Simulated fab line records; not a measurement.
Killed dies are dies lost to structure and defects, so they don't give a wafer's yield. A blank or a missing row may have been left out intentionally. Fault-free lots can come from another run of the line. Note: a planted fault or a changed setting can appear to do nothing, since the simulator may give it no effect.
Problem report, 8D (eight disciplines) form, completed by code | flow sky130 | the parts of the form that need people (team, actions taken, sign-off) are left out

1. WHAT IS WRONG
Across 6 wafers from 2 lots, SD_N_RS at SKY_SD_N_RS_MEAS_16 averages 73.05 ohm/sq, while fault-free wafers read 68.52 ohm/sq with a standard deviation of 0.11. Relative to the usual mean, that is a shift of +41 standard deviations.
The step: measures by four-point-probe.
First seen on wafer L121.3, day 30 19:51, on filmMetro-04. Wafers with a number at this step in the record: 33, from 11 lots. Rule for "out", or "out of limits": more than 4 standard deviations from the usual mean. The other wafers with a number count as sound.

2. WHAT IT IS, WHAT IT ISN'T
question                    | is                     | is not
which readings at this step | SD_N_RS                | -
which lots                  | L120, L121             | L109, L111, L113, L117, L122, L128, L129, L130, L131
which wafers of those lots  | all that have a number | -
read on which gauges        | filmMetro-04           | filmMetro-02, filmMetro-03
when                        | from day 30 19:51      | up to then (12 sound wafers); but 15 sound wafers of L122, L128, L129, L130, L131 came after

3. THE SUSPECTS, EACH WITH WHAT RULES IT OUT
Counting: a tool at a process step up to the reading stays a suspect if it ran every lot that is out and no sound lot after the first of them.
- ruled out: the gauge at SKY_SD_N_RS_MEAS_16. All the wafers that are out were read on filmMetro-04, but those of them that SKY_SD_N_RTA_14 has rows for are out there too, on other tools.
- plasmaAsher-02 at SKY_SD_P_STRIP_10 (strips in O2/N2): ruled out as a lasting fault. The sound lots L122, L130 went through it after L121, its earliest lot that is out (day 28 08:20).
- rtpAnneal-02 at SKY_SD_N_RTA_14 (time 2 s): ruled out as a lasting fault. The sound lots L128, L129, L131, L130 went through it after L121, its earliest lot that is out (day 30 19:39).
Left after counting: nothing in the record.

4. THE CAUSE (what the simulator had put in)
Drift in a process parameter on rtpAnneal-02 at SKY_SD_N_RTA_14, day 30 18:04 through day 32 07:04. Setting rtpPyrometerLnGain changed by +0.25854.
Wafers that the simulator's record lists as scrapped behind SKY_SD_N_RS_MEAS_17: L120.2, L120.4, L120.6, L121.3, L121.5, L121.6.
It was ruled out by counting, in error; the rule expects a fault to strike all lots run on its tool from its start on, and this fault did not.

5. THE EFFECT CHAIN, in route order
Rows list readings where the struck wafers' mean (over those with a number) sits beyond 3 standard deviations from the usual. Readings are gone through only where the record gives a usual standard deviation; hours: the median, over the lots, of the time from a lot's start at the first step in this table giving one to that lot's start at this step; sigmas: the change measured in usual standard deviations.
hours | step                | reading      | usual        | on struck wafers | change | sigmas
0     | SKY_SD_N_RTA_14     | lampPowerPct | 15.74 %      | 14.74            | -1.00  | -18
0     | SKY_SD_N_RS_MEAS_16 | SD_N_RS      | 68.52 ohm/sq | 73.05            | +4.53  | +41
6     | SKY_SD_N_RS_MEAS_17 | SD_P_RS      | 147.1 ohm/sq | 174.1            | +27.0  | +71
The process steps in it:
- SKY_SD_N_RTA_14: time 2 s.

6. WHAT WOULD HAVE CAUGHT IT SOONER
In this record the first reading out of limits at a measuring or inspecting step was taken at day 30 19:51, 2 hours after the fault began at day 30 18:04.
Tool's own readings at SKY_SD_N_RTA_14, lampPowerPct: out on all struck wafers the step has rows for; an alarm limit on them would have tripped on the first.
